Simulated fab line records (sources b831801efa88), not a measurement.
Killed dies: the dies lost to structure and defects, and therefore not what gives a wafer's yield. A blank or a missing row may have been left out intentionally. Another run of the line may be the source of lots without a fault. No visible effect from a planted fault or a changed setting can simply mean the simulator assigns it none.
8D (eight disciplines) problem report, filled in by code :: flow sky130 :: the parts of the form that need people (team, actions taken, sign-off) are left out

== 1. WHAT IS WRONG ==
Across 6 wafers from 2 lots, SD_N_RS at SKY_SD_N_RS_MEAS_16 averages 65.40 ohm/sq, while fault-free wafers read 68.60 ohm/sq with a standard deviation of 0.11. That puts it -29 standard deviations away from the usual mean.
The step: measures by four-point-probe.
Seen first at day 33 21:08 on filmMetro-03, wafer L560.1. Wafers with a number at this step in the record: 39, from 13 lots. The rule behind "out" and "out of limits": a value lying over 4 standard deviations away from the usual mean. The rest of the wafers with a number are treated as sound.

== 2. WHAT IT IS; WHAT IT IS NOT ==
question: which readings at this step
is: SD_N_RS
is not: -

question: which lots
is: L560, L562
is not: L545, L546, L547, L549, L550, L551, L552, L554, L555, L563, L567

question: which wafers of those lots
is: all that have a number
is not: -

question: read on which gauges
is: filmMetro-01, filmMetro-03
is not: filmMetro-02

question: when
is: from day 33 21:08
is not: up to then (27 sound wafers); but 6 sound wafers of L563, L567 came after

== 3. WHAT RULES OUT EACH SUSPECT ==
Counting: a tool stays on the suspect list if, at a process step up to the reading, it processed all lots that are out and no sound lot following the first of them.
- the gauge at SKY_SD_N_RS_MEAS_16 has been ruled out. 2 gauges (filmMetro-01, filmMetro-03) read the wafers that are out.
- rtpAnneal-02 at SKY_SD_N_RTA_14 (time 2 s): kept. All lots that are out passed through it, beginning with L560 at day 33 20:58, and no sound lot followed; its final sound lot before that point was L555 at day 31 14:27. Its own lampPowerPct, wafer_temp_C_max readings are out on those wafers.
Left after counting: rtpAnneal-02 at SKY_SD_N_RTA_14.

== 4. THE CAUSE (what the simulator had put in) ==
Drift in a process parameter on rtpAnneal-02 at SKY_SD_N_RTA_14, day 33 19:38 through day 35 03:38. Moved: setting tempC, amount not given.
Only this tool survived the counting.

== 5. THE CHAIN OF EFFECTS, in route order ==
Rows list readings where the struck wafers' mean (over those with a number) sits beyond 3 standard deviations from the usual. Only readings whose record carries a usual standard deviation are examined. hours: median over the lots of the time between each lot's start at the first step of this table that gives one and its start at this step. sigmas: the change, counted in usual standard deviations.
hours: 0
step: SKY_SD_N_RTA_14
reading: lampPowerPct
usual: 15.74 %
on struck wafers: 16.11
change: +0.37
sigmas: +6.9

hours: 0
step: SKY_SD_N_RTA_14
reading: wafer_temp_C_max
usual: 1078.2
on struck wafers: 1095.5
change: +17.2
sigmas: +12

hours: 0
step: SKY_SD_N_RS_MEAS_16
reading: SD_N_RS
usual: 68.60 ohm/sq
on struck wafers: 65.40
change: -3.20
sigmas: -29

hours: 0
step: SKY_SD_N_RS_MEAS_17
reading: SD_P_RS
usual: 147.1 ohm/sq
on struck wafers: 132.0
change: -15.1
sigmas: -41
Process steps it contains:
- SKY_SD_N_RTA_14: time 2 s.
At these later measuring or inspecting steps, every struck wafer for which the step has a row has a number for every such reading, and none has moved that far: SKY_LI_CONTACT_BOW_MEAS_03, SKY_LOCAL_INTERCONNECT_CD_MEAS_11.

== 6. WHAT WOULD HAVE CAUGHT IT SOONER ==
Counted from the fault's start at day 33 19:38, it took 2 hours until the first out-of-limits reading at a measuring or inspecting step in this record, taken at day 33 21:08.
At SKY_SD_N_RTA_14, the tool's own readings (lampPowerPct, wafer_temp_C_max) were out on each struck wafer the step has a row for, so an alarm limit on them would have fired on the first such wafer.
Among the 2 lots that are out, L562 began SKY_SD_N_RTA_14 on rtpAnneal-02 after day 33 21:08. It would have been spared by a hold on the tool at that moment.
